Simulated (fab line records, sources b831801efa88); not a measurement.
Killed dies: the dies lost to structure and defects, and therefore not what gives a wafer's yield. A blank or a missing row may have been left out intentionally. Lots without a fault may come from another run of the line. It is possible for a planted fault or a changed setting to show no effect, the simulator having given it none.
fab line records	flow sky130
[record] lots = 7	wafers = 21	lastDay = 50
route steps=708 shown PWDE@52 NWELL@56 PAD_OPEN@708
lots untouched by any fault: they come from a run of this same line in which no faults occurred
startH: hours from the record's opening day to when the first of the lot's shown wafers began	waitH: how many hours have passed since the lot's step before this one	" unchanged from the row above	L1.1+2: a single row standing in for several wafers	- value missing, or start not given	* or withheld: withheld	< > ~ a bound
route shown NAME@n: names a module that has steps shown in the file, with the first one's number in the route	usual: mean/standard deviation taken from wafers without a fault	same: alike in all rows	chamber/n: place in a boat	sites: each site's reading	_std_site: their standard deviation	_edge_site: inner sites' mean taken away from outer sites' mean	radiusMm: for every site, how far away it sits from the centre of the wafer	mask NAME#n: copy n	behind: the tool/chamber that last shaped the wafer	hold: cause of the lot's hold/its duration in hours/its outcome	device: names the non-switching transistor (n, p or np)	end of line: the route-end tests of the same wafers	a step with no rows: only its recipe	killed: count of dies lost to structure and defects at first sort (not the wafer's yield)	map: shows each die of a wafer: x if killed, . if not, _ if none is there
set.NAME: the setting that was run; set.NAME@STEP: the one run at that earlier step	model.NAME: the simulator's own value behind a step, which no gauge read
certain route steps with their lots: each step a table, each wafer a row
services: when a tool's chamber went out of use (startH, in hours from the record's first day, below 0 if earlier), for how many hours, and the reason
[[steps]]
[step SKY_PWDE_OVL_MEAS_07]
[usual] PWDE_OVL = 0.4/1.5
lot.wafer	tool	chamber	startH	waitH	PWDE_OVL[nm]
L632.1	overlay-02	-	85.03	-	1.3
L632.4	"	-	"	"	2.3
L632.6	"	-	"	"	4.3
L634.3	overlay-02	-	98.29	-	-1.0
L634.5	"	-	"	"	-0.9
L634.6	"	-	"	"	0.2
L636.2	overlay-02	-	108.49	-	-1.8
L636.4	"	-	"	"	-2.1
L636.6	"	-	"	"	-1.0
L638.1	overlay-01	-	120.30	-	2.7
L638.3	"	-	"	"	2.1
L638.5	"	-	"	"	0.6
L648.1	overlay-01	-	178.45	-	0.4
L648.2	"	-	"	"	-0.6
L648.5	"	-	"	"	1.5
L651.2	overlay-02	-	204.19	-	-0.3
L651.3	"	-	"	"	2.3
L651.4	"	-	"	"	1.0
L652.1	overlay-01	-	210.53	-	1.8
L652.2	"	-	"	"	1.4
L652.6	"	-	"	"	-0.6
[step SKY_PWDE_IMPLANT_08]
[recipe] species = B	energyKev = 150	doseCm2 = 3.6e+12	tiltDeg = withheld
[step SKY_PWDE_STRIP_09]
[recipe] chemistry = O2/N2	powerW = 1400	pressureMtorr = 1500	platenTempC = withheld	o2FlowSccm = 3000	n2FlowSccm = 300	overashFraction = 0.5
[usual] drypumpMotorCurrentA = 5.95/0.3	n2FlowSccm = 300.0/1	o2FlowSccm = 3001/8.2	oesProductAu = 0.723/0.0046	stripTimeToEndpointS = 36.96/0.1
lot.wafer	tool	chamber	startH	waitH	drypumpMotorCurrentA	n2FlowSccm	o2FlowSccm	oesProductAu	rfHoursCounterH	stripTimeToEndpointS
L632.1	plasmaAsher-03	1	85.22	0.1	6.18	300.3	2993	0.722	40	36.92
L632.4	"	1	"	"	6.20	299.4	3001	0.725	-	36.98
L632.6	"	1	"	"	6.18	300.1	2999	0.724	-	36.92
L634.3	plasmaAsher-02	1	98.50	0.1	6.35	300.2	3006	0.731	-	36.94
L634.5	"	1	"	"	6.34	301.8	2995	0.734	-	36.84
L634.6	"	0	"	"	6.10	302.2	3003	0.731	-	36.95
L636.2	plasmaAsher-02	1	108.67	0.1	6.31	299.6	3016	0.727	30	36.96
L636.4	"	1	"	"	6.31	299.5	2998	0.717	-	36.89
L636.6	"	1	"	"	6.31	299.8	3020	0.723	-	36.98
L638.1	plasmaAsher-03	0	120.49	0.1	5.72	300.1	3005	0.725	0	36.87
L638.3	"	1	"	"	6.15	301.6	2997	0.724	-	36.92
L638.5	"	1	"	"	6.16	300.2	3004	0.726	-	36.97
L648.1	plasmaAsher-02	0	178.64	0.1	6.04	299.8	3004	0.725	37	36.98
L648.2	"	1	"	"	6.33	300.3	3002	0.724	37	36.96
L648.5	"	0	"	"	6.08	299.0	3009	0.727	-	37.02
L651.2	plasmaAsher-01	0	204.37	0.1	5.82	301.2	2996	0.721	51	37.08
L651.3	"	1	"	"	5.48	300.6	2994	0.719	-	37.21
L651.4	"	0	"	"	5.78	300.1	3007	0.726	-	37.19
L652.1	plasmaAsher-01	1	210.72	0.1	5.46	301.1	3001	0.722	52	36.87
L652.2	"	0	"	"	5.82	299.4	2992	0.720	52	36.90
L652.6	"	0	"	"	5.82	300.0	3000	0.727	-	36.90
[step SKY_PWDE_TW_MEAS_10]
[usual] PWDE_TW = 373/3.8
lot.wafer	tool	chamber	startH	waitH	PWDE_TW
L632.1	filmMetro-01	-	85.32	0.1	374
L632.4	"	-	"	"	373
L632.6	"	-	"	"	374
L634.3	filmMetro-04	-	98.59	0.1	377
L634.5	"	-	"	"	377
L634.6	"	-	"	"	380
L636.2	filmMetro-03	-	108.78	0.1	371
L636.4	"	-	"	"	369
L636.6	"	-	"	"	369
L638.1	filmMetro-01	-	120.59	0.1	373
L638.3	"	-	"	"	373
L638.5	"	-	"	"	373
L648.1	filmMetro-03	-	178.74	0.1	370
L648.2	"	-	"	"	368
L648.5	"	-	"	"	368
L651.2	filmMetro-03	-	204.48	0.1	367
L651.3	"	-	"	"	369
L651.4	"	-	"	"	369
L652.1	filmMetro-03	-	210.82	0.1	366
L652.2	"	-	"	"	368
L652.6	"	-	"	"	368
[step SKY_NWELL_DEHYDRATE_03]
[recipe] tempC = 200	timeS = 60
[step SKY_NWELL_HMDS_04]
[recipe] primeTimeS = 60	primeTempC = 120
[step SKY_NWELL_COAT_05]
[recipe] spinRpm = 2000	resistThkNm = 3000
[step SKY_NWELL_SOFTBAKE_06]
[recipe] tempC = 110	timeS = withheld
[step SKY_NWELL_EXPOSE_07]
[recipe] maskId = NWM	na = 0.6	sourceShape = conventional	sigmaOuter = 0.6	polarization = unpolarized	targetCdNm = 840	doseMj = 255
[step SKY_NWELL_PEB_08]
[recipe] tempC = 115	timeS = withheld
[step SKY_NWELL_DEVELOP_09]
[recipe] wallAngleDeg = 90	developer = TMAH	developTimeS = 60	devTempC = 23
[step SKY_NWELL_OVL_MEAS_10]
[usual] NWELL_00_OVL = -1.3/1.6
lot.wafer	tool	chamber	startH	waitH	NWELL_00_OVL[nm]
L632.1	overlay-01	-	103.00	-	-0.7
L632.4	"	-	"	"	-2.7
L632.6	"	-	"	"	-3.0
L634.3	overlay-01	-	116.84	-	2.9
L634.5	"	-	"	"	2.7
L634.6	"	-	"	"	1.5
L636.2	overlay-01	-	126.91	-	0.1
L636.4	"	-	"	"	-1.1
L636.6	"	-	"	"	-0.2
L638.1	overlay-01	-	139.64	-	-2.1
L638.3	"	-	"	"	-2.2
L638.5	"	-	"	"	-1.7
L648.1	overlay-02	-	200.75	-	-1.6
L648.2	"	-	"	"	-1.8
L648.5	"	-	"	"	-2.3
L651.2	overlay-01	-	227.09	-	-0.9
L651.3	"	-	"	"	0.0
L651.4	"	-	"	"	-0.6
L652.1	overlay-01	-	232.14	-	1.2
L652.2	"	-	"	"	-0.6
L652.6	"	-	"	"	-0.2
[step SKY_NWELL_IMPLANT_11]
[recipe] species = P	energyKev = 400	doseCm2 = 1.9e+13	tiltDeg = withheld
[usual] doseIonsCm2 = 1.9001e+13/2.1e+10
lot.wafer	tool	chamber	startH	waitH	doseIonsCm2
L632.1	implanter-01	0	103.04	0.0	1.9005e+13
L632.4	"	0	"	"	1.9024e+13
L632.6	"	0	"	"	1.8991e+13
L634.3	implanter-01	0	116.92	0.1	1.901e+13
L634.5	"	0	"	"	1.898e+13
L634.6	"	0	"	"	1.9006e+13
L636.2	implanter-01	0	126.97	0.0	1.8986e+13
L636.4	"	0	"	"	1.9015e+13
L636.6	"	0	"	"	1.9009e+13
L638.1	implanter-01	0	139.68	0.0	1.9026e+13
L638.3	"	0	"	"	1.9006e+13
L638.5	"	0	"	"	1.9012e+13
L648.1	implanter-04	0	200.79	0.0	1.8983e+13
L648.2	"	0	"	"	1.8998e+13
L648.5	"	0	"	"	1.8963e+13
L651.2	implanter-04	0	227.14	0.0	1.8983e+13
L651.3	"	0	"	"	1.8976e+13
L651.4	"	0	"	"	1.8991e+13
L652.1	implanter-04	0	232.18	0.0	1.8991e+13
L652.2	"	0	"	"	1.9009e+13
L652.6	"	0	"	"	1.9006e+13
[step SKY_NWELL_IMPLANT_12]
[recipe] species = P	energyKev = 120	doseCm2 = 1.3e+12	tiltDeg = withheld
[step SKY_NWELL_IMPLANT_13]
[recipe] species = P	energyKev = 50	doseCm2 = 7e+11	tiltDeg = withheld
[step SKY_NWELL_STRIP_14]
[recipe] chemistry = O2/N2	powerW = 1400	pressureMtorr = 1500	platenTempC = withheld	o2FlowSccm = 3000	n2FlowSccm = 300	overashFraction = 0.5
[usual] drypumpMotorCurrentA = 5.92/0.28	n2FlowSccm = 300.0/0.95	o2FlowSccm = 2997/8.3	oesProductAu = 0.722/0.005	stripTimeToEndpointS = 36.97/0.12
lot.wafer	tool	chamber	startH	waitH	drypumpMotorCurrentA	n2FlowSccm	o2FlowSccm	oesProductAu	rfHoursCounterH	stripTimeToEndpointS
L632.1	plasmaAsher-01	1	103.49	0.1	5.48	299.9	2982	0.717	41	36.79
L632.4	"	1	"	"	5.49	300.7	2983	0.731	-	36.81
L632.6	"	0	"	"	5.84	301.1	3002	0.724	-	36.77
L634.3	plasmaAsher-01	0	117.35	0.1	5.84	299.8	2999	0.725	-	37.04
L634.5	"	1	"	"	5.43	301.9	2992	0.720	-	37.02
L634.6	"	0	"	"	5.78	299.7	2988	0.721	-	36.94
L636.2	plasmaAsher-04	0	127.39	0.1	6.25	299.9	2989	0.723	44	37.01
L636.4	"	0	"	"	6.24	300.0	2978	0.726	-	37.09
L636.6	"	1	"	"	6.09	300.3	2998	0.723	-	37.12
L638.1	plasmaAsher-04	1	140.13	0.1	6.10	300.8	2986	0.722	46	37.04
L638.3	"	1	"	"	6.11	299.8	3002	0.726	-	37.04
L638.5	"	1	"	"	6.10	301.2	3004	0.726	-	36.96
L648.1	plasmaAsher-03	1	201.24	0.1	6.16	299.6	3002	0.721	7	36.93
L648.2	"	0	"	"	5.71	300.8	3000	0.724	7	36.95
L648.5	"	0	"	"	5.71	300.2	3002	0.723	-	36.94
L651.2	plasmaAsher-01	0	227.57	0.1	5.79	299.3	2996	0.722	54	37.13
L651.3	"	1	"	"	5.46	300.4	3004	0.721	-	37.17
L651.4	"	0	"	"	5.82	300.4	2998	0.724	-	37.08
L652.1	plasmaAsher-04	1	232.63	0.1	6.11	300.4	2994	0.718	52	37.06
L652.2	"	0	"	"	6.22	301.8	2999	0.722	52	36.99
L652.6	"	0	"	"	6.27	301.2	2994	0.718	-	37.06
[step SKY_NWELL_TW_MEAS_15]
[usual] NWELL_TW = 1819/18
lot.wafer	tool	chamber	startH	waitH	NWELL_TW
L632.1	filmMetro-01	-	103.59	0.1	1814
L632.4	"	-	"	"	1833
L632.6	"	-	"	"	1821
L634.3	filmMetro-04	-	117.44	0.1	1808
L634.5	"	-	"	"	1808
L634.6	"	-	"	"	1805
L636.2	filmMetro-03	-	127.50	0.1	1771
L636.4	"	-	"	"	1768
L636.6	"	-	"	"	1779
L638.1	filmMetro-04	-	140.23	0.1	1808
L638.3	"	-	"	"	1804
L638.5	"	-	"	"	1800
L648.1	filmMetro-03	-	201.34	0.1	1799
L648.2	"	-	"	"	1793
L648.5	"	-	"	"	1803
L651.2	filmMetro-04	-	227.68	0.1	1850
L651.3	"	-	"	"	1837
L651.4	"	-	"	"	1835
L652.1	filmMetro-04	-	232.73	0.1	1839
L652.2	"	-	"	"	1844
L652.6	"	-	"	"	1847
[step SKY_NWELL_DEHYDRATE_16]
[recipe] tempC = 200	timeS = 60
[step SKY_NWELL_HMDS_17]
[recipe] primeTimeS = 60	primeTempC = 120
[step SKY_NWELL_COAT_18]
[recipe] spinRpm = 2000	resistThkNm = 3000
[step SKY_NWELL_SOFTBAKE_19]
[recipe] tempC = 110	timeS = withheld
[step SKY_NWELL_EXPOSE_20]
[recipe] maskId = NWM_COMPLEMENT	na = 0.6	sourceShape = conventional	sigmaOuter = 0.6	polarization = unpolarized	targetCdNm = 840	doseMj = 260
[step SKY_NWELL_PEB_21]
[recipe] tempC = 115	timeS = withheld
[step SKY_NWELL_DEVELOP_22]
[recipe] wallAngleDeg = 90	developer = TMAH	developTimeS = 60	devTempC = 23
[step SKY_NWELL_OVL_MEAS_23]
[usual] NWELL_01_OVL = 0.4/1.9
lot.wafer	tool	chamber	startH	waitH	NWELL_01_OVL[nm]
L632.1	overlay-02	-	121.90	-	0.3
L632.4	"	-	"	"	-0.7
L632.6	"	-	"	"	-1.7
L634.3	overlay-01	-	135.92	-	3.4
L634.5	"	-	"	"	3.3
L634.6	"	-	"	"	2.3
L636.2	overlay-01	-	146.45	-	0.7
L636.4	"	-	"	"	0.7
L636.6	"	-	"	"	0.2
L638.1	overlay-02	-	159.75	-	-3.0
L638.3	"	-	"	"	-1.0
L638.5	"	-	"	"	-1.9
L648.1	overlay-02	-	222.08	-	-1.3
L648.2	"	-	"	"	-2.0
L648.5	"	-	"	"	-0.2
L651.2	overlay-01	-	250.44	-	5.2
L651.3	"	-	"	"	2.4
L651.4	"	-	"	"	6.2
L652.1	overlay-02	-	256.05	-	0.4
L652.2	"	-	"	"	0.2
L652.6	"	-	"	"	0.2
[step SKY_NWELL_IMPLANT_24]
[recipe] species = B	energyKev = 140	doseCm2 = 9.2e+12	tiltDeg = withheld
[step SKY_NWELL_STRIP_25]
[recipe] chemistry = O2/N2	powerW = 1400	pressureMtorr = 1500	platenTempC = withheld	o2FlowSccm = 3000	n2FlowSccm = 300	overashFraction = 0.5
[usual] drypumpMotorCurrentA = 5.87/0.28	n2FlowSccm = 300.0/0.89	o2FlowSccm = 3000/8.9	oesProductAu = 0.722/0.0046	stripTimeToEndpointS = 36.99/0.14
lot.wafer	tool	chamber	startH	waitH	drypumpMotorCurrentA	n2FlowSccm	o2FlowSccm	oesProductAu	rfHoursCounterH	stripTimeToEndpointS
L632.1	plasmaAsher-01	0	122.09	0.1	5.82	298.9	3023	0.715	43	36.79
L632.4	"	0	"	"	5.81	299.9	3009	0.726	-	37.00
L632.6	"	0	"	"	5.81	299.7	3019	0.717	-	36.87
L634.3	plasmaAsher-03	0	136.12	0.1	5.71	300.7	3008	0.719	-	37.06
L634.5	"	1	"	"	6.17	299.6	3017	0.731	-	37.05
L634.6	"	0	"	"	5.70	300.1	3009	0.727	-	37.07
L636.2	plasmaAsher-03	0	146.63	0.1	5.69	299.6	3004	0.723	2	37.25
L636.4	"	0	"	"	5.71	301.7	3008	0.723	-	37.22
L636.6	"	0	"	"	5.71	300.7	2992	0.722	-	37.14
L638.1	plasmaAsher-04	1	159.94	0.1	6.10	300.3	2997	0.721	48	37.01
L638.3	"	0	"	"	6.24	299.9	3024	0.727	-	36.93
L638.5	"	0	"	"	6.22	299.2	3006	0.723	-	36.95
L648.1	plasmaAsher-03	1	222.27	0.1	6.18	299.9	2995	0.727	10	36.98
L648.2	"	0	"	"	5.70	298.9	2996	0.733	10	36.99
L648.5	"	0	"	"	5.72	299.5	3007	0.720	-	36.97
L651.2	plasmaAsher-04	1	250.62	0.1	6.10	300.3	2999	0.725	54	37.19
L651.3	"	0	"	"	6.22	300.7	2988	0.720	-	37.21
L651.4	"	1	"	"	6.09	300.8	2989	0.725	-	37.21
L652.1	plasmaAsher-01	1	256.24	0.1	5.50	299.7	3010	0.718	57	37.17
L652.2	"	0	"	"	5.78	299.8	2992	0.720	57	37.27
L652.6	"	1	"	"	5.48	300.6	3008	0.721	-	37.15
[step SKY_NWELL_TW_MEAS_26]
[usual] NWELL_2_TW = 495/4.9
lot.wafer	tool	chamber	startH	waitH	NWELL_2_TW
L632.1	filmMetro-04	-	122.19	0.1	500
L632.4	"	-	"	"	501
L632.6	"	-	"	"	500
L634.3	filmMetro-01	-	136.21	0.1	496
L634.5	"	-	"	"	500
L634.6	"	-	"	"	500
L636.2	filmMetro-03	-	146.74	0.1	492
L636.4	"	-	"	"	490
L636.6	"	-	"	"	491
L638.1	filmMetro-03	-	160.04	0.1	486
L638.3	"	-	"	"	490
L638.5	"	-	"	"	491
L648.1	filmMetro-03	-	222.37	0.1	489
L648.2	"	-	"	"	493
L648.5	"	-	"	"	490
L651.2	filmMetro-01	-	250.73	0.1	493
L651.3	"	-	"	"	495
L651.4	"	-	"	"	493
L652.1	filmMetro-01	-	256.40	0.1	490
L652.2	"	-	"	"	489
L652.6	"	-	"	"	492
[step SKY_NWELL_CLEAN_27]
[recipe] chemistry = SC1/SC2	mix = 1:4:20	tempC = 70	timeS = 150	dry = n2Spin
[step SKY_NWELL_RTA_28]
[recipe] tempC = 1050	timeS = 30	idleTempC = 650	rampUpCPerS = 150	rampDownCPerS = 90	ambient = N2
[usual] lampPowerPct = 25.30/0.052	wafer_temp_C_max = 1054.8/0.91
lot.wafer	tool	chamber	startH	waitH	lampPowerPct	wafer_temp_C_max
L632.1	rtpAnneal-02	0	122.30	0.0	25.39	1053.3
L632.4	"	0	"	"	25.25	1054.6
L632.6	"	0	"	"	25.22	1054.5
L634.3	rtpAnneal-02	0	136.33	0.0	25.24	1054.6
L634.5	"	0	"	"	25.31	1054.4
L634.6	"	0	"	"	25.30	1055.1
L636.2	rtpAnneal-02	0	146.85	0.0	25.31	1053.9
L636.4	"	0	"	"	25.33	1053.6
L636.6	"	0	"	"	25.41	1054.7
L638.1	rtpAnneal-02	0	160.15	0.0	25.27	1054.2
L638.3	"	0	"	"	25.32	1053.9
L638.5	"	0	"	"	25.42	1055.2
L648.1	rtpAnneal-01	0	222.48	0.0	25.36	1055.6
L648.2	"	0	"	"	25.37	1053.6
L648.5	"	0	"	"	25.28	1055.1
L651.2	rtpAnneal-02	0	250.84	0.0	25.33	1055.4
L651.3	"	0	"	"	25.39	1053.8
L651.4	"	0	"	"	25.35	1057.8
L652.1	rtpAnneal-01	0	256.56	0.0	25.22	1054.5
L652.2	"	0	"	"	25.37	1055.1
L652.6	"	0	"	"	25.33	1054.6
[step SKY_NWELL_RS_MEAS_29]
[recipe] thkMeasGauge = four-point-probe
[usual] NWELL_RS = 624.6/1.4
lot.wafer	tool	chamber	startH	waitH	NWELL_RS[ohm/sq]
L632.1	filmMetro-01	-	122.40	0.1	627.5
L632.4	"	-	"	"	626.4
L632.6	"	-	"	"	626.3
L634.3	filmMetro-04	-	136.44	0.1	644.6
L634.5	"	-	"	"	643.1
L634.6	"	-	"	"	643.1
L636.2	filmMetro-03	-	146.96	0.1	642.0
L636.4	"	-	"	"	640.0
L636.6	"	-	"	"	640.1
L638.1	filmMetro-03	-	160.25	0.1	643.5
L638.3	"	-	"	"	642.1
L638.5	"	-	"	"	643.3
L648.1	filmMetro-03	-	222.58	0.1	623.4
L648.2	"	-	"	"	623.6
L648.5	"	-	"	"	622.1
L651.2	filmMetro-04	-	250.95	0.1	623.8
L651.3	"	-	"	"	627.0
L651.4	"	-	"	"	626.2
L652.1	filmMetro-01	-	256.66	0.1	625.2
L652.2	"	-	"	"	623.7
L652.6	"	-	"	"	626.0
[step SKY_PAD_OPEN_PROBE_99]
[usual] killed_at_M0_to_M3 = 43/6.8	killed_at_M4_up = 3.3/2.1	killedAtContacts = 24/5	killedAtFrontEnd = 15/4.4	killedAtOther = 0.3/0.57	killedDies = 86/9.7	killedOpen = 47/7.3	killedShort = 39/6.1
[same] grossDies = 492	killedAtBackSide = 0
lot.wafer	tool	chamber	startH	waitH	killed_at_M0_to_M3	killed_at_M4_up	killedAtContacts	killedAtFrontEnd	killedAtOther	killedDies	killedOpen	killedShort	model.etest.resNwell.rsOhmSqRange	model.etest.tip_p_5v.rsOhmSqRange	model.etest.pfetG5v0d10v5.vtVRange	model.etest.pfet_01v8_lvt.vtVRange	model.etest.pfet_01v8.vtVRange
L632.1	prober-01	-	1103.21	0.1	39	10	28	24	2	103	52	47	23.66	72.64	0.02507	0.0156	0.01291
L632.4	prober-01	-	1103.36	0.2	53	7	22	12	1	95	49	45	18.18	60.96	0.04864	0.02067	0.01077
L634.3	prober-01	-	1113.31	0.2	45	2	27	24	2	100	55	45	281.7	147.7	0.1063	0.05183	0.01358
L634.5	prober-01	-	1113.41	0.2	46	3	30	13	1	93	55	38	291.3	97.94	0.1066	0.05542	0.01483
L634.6	prober-01	-	1113.46	0.2	40	2	30	15	0	87	53	34	281.9	103.2	0.1136	0.04946	0.01679
L636.2	prober-01	-	1128.82	0.1	43	4	18	12	0	77	35	41	269.4	77.46	0.05202	0.05629	0.02555
L636.4	prober-01	-	1128.92	0.2	42	2	18	18	0	80	42	37	261.8	136.1	0.08571	0.05778	0.02167
L636.6	prober-01	-	1129.02	0.2	39	1	21	7	0	68	43	25	269	91.79	0.09104	0.0569	0.01991
L638.1	prober-01	-	1133.55	0.1	48	2	24	19	0	93	48	45	272.8	144.3	0.06047	0.05455	0.02069
L638.3	prober-01	-	1133.65	0.2	43	4	21	16	0	84	46	38	293.4	116.5	0.1033	0.05907	0.0206
L638.5	prober-01	-	1133.75	0.2	41	2	28	18	1	90	50	40	282.4	136.6	0.1028	0.05329	0.01911
L648.1	prober-02	-	1185.24	0.1	56	4	24	18	0	102	49	53	24.29	99.71	0.0325	0.01655	0.01571
L648.2	prober-02	-	1185.29	0.1	47	3	24	9	0	83	46	37	21.04	67.5	0.04034	0.01613	0.01916
L648.5	prober-02	-	1185.44	0.2	44	3	44	16	0	107	55	48	31.72	66.22	0.03232	0.01318	0.01384
L651.2	prober-02	-	1204.08	0.1	47	3	26	17	0	93	46	47	23.74	58.78	0.0418	0.01383	0.01931
L651.3	prober-02	-	1204.13	0.2	43	0	27	10	0	80	36	44	16.17	78.26	0.03457	0.01888	0.01509
L651.4	prober-02	-	1204.18	0.2	40	1	31	19	0	91	50	41	28.32	59.1	0.06206	0.02486	0.01608
L652.1	prober-01	-	1206.46	0.1	42	2	19	22	0	85	41	43	32.46	60.7	0.0595	0.01704	0.0188
L652.2	prober-01	-	1206.51	0.1	43	1	31	17	0	92	47	43	28.04	116.6	0.03065	0.01951	0.0162
L652.6	prober-01	-	1206.71	0.2	38	0	26	21	1	86	47	38	22.81	100.4	0.06234	0.02127	0.02243
// killed by level:class
L632.1 LI_CONTACT:geometricParticle:open=9 CONTACT:geometricParticle:open=8 METAL4:geometricParticle:short=8 POLY_GATE:geometricParticle:open=6 METAL2:geometricParticle:short=6 VIA3:geometricParticle:open=6 CONTACT:geometricParticle:short=6 METAL1:geometricParticle:short=5
L632.4 VIA1:geometricParticle:open=10 VIA3:geometricParticle:open=9 VIA2:geometricParticle:open=8 CONTACT:geometricParticle:open=8 LI_CONTACT:geometricParticle:open=7 VIA2:geometricParticle:short=7 METAL4:geometricParticle:short=6 VIA1:geometricParticle:short=5
L634.3 CONTACT:geometricParticle:open=10 VIA2:geometricParticle:open=9 METAL1:geometricParticle:short=8 VIA1:geometricParticle:open=8 FIELD_ISO:geometricParticle:open=7 LI_CONTACT:geometricParticle:open=7 POLY_GATE:geometricParticle:short=6 POLY_GATE:geometricParticle:open=6
L634.5 CONTACT:geometricParticle:open=12 LI_CONTACT:geometricParticle:open=11 VIA3:geometricParticle:open=11 VIA1:geometricParticle:open=9 METAL1:geometricParticle:short=5 METAL2:geometricParticle:short=5 VIA2:geometricParticle:short=5 FIELD_ISO:geometricParticle:short=4
L634.6 LI_CONTACT:geometricParticle:open=13 VIA1:geometricParticle:open=9 VIA2:geometricParticle:open=7 CONTACT:geometricParticle:open=7 VIA1:geometricParticle:short=7 POLY_GATE:geometricParticle:short=6 POLY_GATE:geometricParticle:open=6 VIA3:geometricParticle:open=6
L636.2 CONTACT:geometricParticle:open=6 METAL2:geometricParticle:short=6 VIA2:geometricParticle:short=6 VIA3:geometricParticle:open=5 METAL1:geometricParticle:short=5 FIELD_ISO:geometricParticle:open=4 LI_CONTACT:geometricParticle:short=4 LOCAL_INTERCONNECT:geometricParticle:short=4
L636.4 LI_CONTACT:geometricParticle:open=7 VIA1:geometricParticle:open=7 VIA2:geometricParticle:open=7 POLY_GATE:geometricParticle:short=6 VIA3:geometricParticle:open=6 VIA2:geometricParticle:short=6 POLY_GATE:geometricParticle:open=5 METAL1:geometricParticle:short=5
L636.6 CONTACT:geometricParticle:open=11 VIA3:geometricParticle:open=9 VIA2:geometricParticle:open=7 VIA1:geometricParticle:open=6 LOCAL_INTERCONNECT:geometricParticle:short=4 METAL2:geometricParticle:short=4 FIELD_ISO:geometricParticle:open=3 VIA2:geometricParticle:short=3
L638.1 VIA1:geometricParticle:open=11 VIA3:geometricParticle:open=9 POLY_GATE:geometricParticle:short=6 VIA2:geometricParticle:short=6 CONTACT:geometricParticle:open=6 VIA2:geometricParticle:open=6 LI_CONTACT:geometricParticle:short=5 LI_CONTACT:geometricParticle:open=5
L638.3 CONTACT:geometricParticle:open=9 VIA1:geometricParticle:open=9 VIA2:geometricParticle:open=8 VIA3:geometricParticle:open=7 LI_CONTACT:geometricParticle:open=6 POLY_GATE:geometricParticle:short=5 POLY_GATE:geometricParticle:open=5 VIA1:geometricParticle:short=4
L638.5 CONTACT:geometricParticle:open=10 VIA2:geometricParticle:open=8 LI_CONTACT:geometricParticle:open=7 VIA1:geometricParticle:open=6 FIELD_ISO:geometricParticle:open=5 METAL2:geometricParticle:short=5 METAL1:geometricParticle:short=5 CONTACT:geometricParticle:short=5
L648.1 VIA1:geometricParticle:open=11 LI_CONTACT:geometricParticle:open=9 VIA1:geometricParticle:short=9 POLY_GATE:geometricParticle:short=7 CONTACT:geometricParticle:open=7 METAL1:geometricParticle:short=7 METAL2:geometricParticle:short=6 POLY_GATE:geometricParticle:open=6
L648.2 CONTACT:geometricParticle:open=14 VIA1:geometricParticle:open=10 METAL1:geometricParticle:short=7 VIA2:geometricParticle:open=7 VIA1:geometricParticle:short=5 CONTACT:geometricParticle:short=4 POLY_GATE:geometricParticle:short=3 LI_CONTACT:geometricParticle:open=3
L648.5 CONTACT:geometricParticle:open=14 VIA1:geometricParticle:open=12 LI_CONTACT:geometricParticle:open=10 LOCAL_INTERCONNECT:geometricParticle:short=8 CONTACT:geometricParticle:short=8 VIA2:geometricParticle:open=6 POLY_GATE:geometricParticle:short=5 VIA1:geometricParticle:short=5
L651.2 CONTACT:geometricParticle:open=8 LI_CONTACT:geometricParticle:open=7 CONTACT:geometricParticle:short=7 VIA1:geometricParticle:open=7 VIA2:geometricParticle:open=7 VIA3:geometricParticle:open=7 POLY_GATE:geometricParticle:short=5 VIA3:geometricParticle:short=5
L651.3 VIA1:geometricParticle:short=9 CONTACT:geometricParticle:short=7 CONTACT:geometricParticle:open=7 LOCAL_INTERCONNECT:geometricParticle:short=6 VIA1:geometricParticle:open=6 VIA2:geometricParticle:open=6 FIELD_ISO:geometricParticle:open=5 LI_CONTACT:geometricParticle:open=5
L651.4 LI_CONTACT:geometricParticle:open=14 VIA2:geometricParticle:short=9 VIA1:geometricParticle:open=8 FIELD_ISO:geometricParticle:open=7 CONTACT:geometricParticle:open=6 CONTACT:geometricParticle:short=5 VIA3:geometricParticle:open=5 METAL2:geometricParticle:short=4
L652.1 VIA3:geometricParticle:open=9 CONTACT:geometricParticle:open=9 METAL1:geometricParticle:short=9 FIELD_ISO:geometricParticle:short=8 VIA1:geometricParticle:open=6 VIA2:geometricParticle:open=6 POLY_GATE:geometricParticle:short=5 POLY_GATE:geometricParticle:open=5
L652.2 CONTACT:geometricParticle:open=13 CONTACT:geometricParticle:short=9 VIA1:geometricParticle:open=8 FIELD_ISO:geometricParticle:short=7 VIA3:geometricParticle:short=6 LI_CONTACT:geometricParticle:open=6 VIA2:geometricParticle:open=6 METAL1:geometricParticle:short=5
L652.6 LI_CONTACT:geometricParticle:open=9 VIA1:geometricParticle:open=9 CONTACT:geometricParticle:open=7 VIA2:geometricParticle:short=6 VIA3:geometricParticle:open=5 METAL1:geometricParticle:short=5 POLY_GATE:geometricParticle:open=4 LOCAL_INTERCONNECT:geometricParticle:short=4
[[services]]
tool	chamber	startH	hours	kind
rtpAnneal-02	-	78.03	1.3	pm
implanter-04	-	82.94	48.8	pm
plasmaAsher-03	-	108.75	9.0	pm
plasmaAsher-03	0	108.75	9.0	ventCycle
plasmaAsher-03	1	108.75	9.0	ventCycle
plasmaAsher-03	0	117.75	-	clean
plasmaAsher-03	1	117.75	-	clean
plasmaAsher-03	-	125.19	7.4	pm
implanter-04	-	149.99	5.5	repair
implanter-04	-	161.93	5.4	pm
plasmaAsher-04	-	197.05	28.1	pm
plasmaAsher-03	-	229.38	14.1	repair
implanter-01	-	235.98	5.3	repair
[[key]]
[firstSign] step = SKY_NWELL_TW_MEAS_15	reading = NWELL_TW	direction = down	sigmas = 1.4	usual = 1819	struck = 1795
[effect] step = SKY_NWELL_RS_MEAS_29	reading = NWELL_RS	direction = up	sigmas = 13	usual = 624.6	struck = 642.4
[modelEffect] step = SKY_PAD_OPEN_PROBE_99	value = etest.resNwell.rsOhmSqRange	without = 20.55	struck = 278.2
metAt SKY_NWELL_IMPLANT_11
struckWafers L634.3,L634.5,L634.6,L636.2,L636.4,L636.6,L638.1,L638.3,L638.5
testerLeftOut L634,L636,L638
onsetBetween 103.04 116.92
[fault] kind = processParameterDrift	tool = implanter-01	chamber = -	onsetH = 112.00	steps = SKY_NWELL_IMPLANT_11	channel = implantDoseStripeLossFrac	offset = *	shape = step	endH = 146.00
// testerLeftOut: of these lots the tester's yield and bins aren't shown, on N5 and GAA mostly nor the transistor test; their killed dies are dies lost to structure and defects alone, not to doping, threshold or leakage, so they don't give the yield
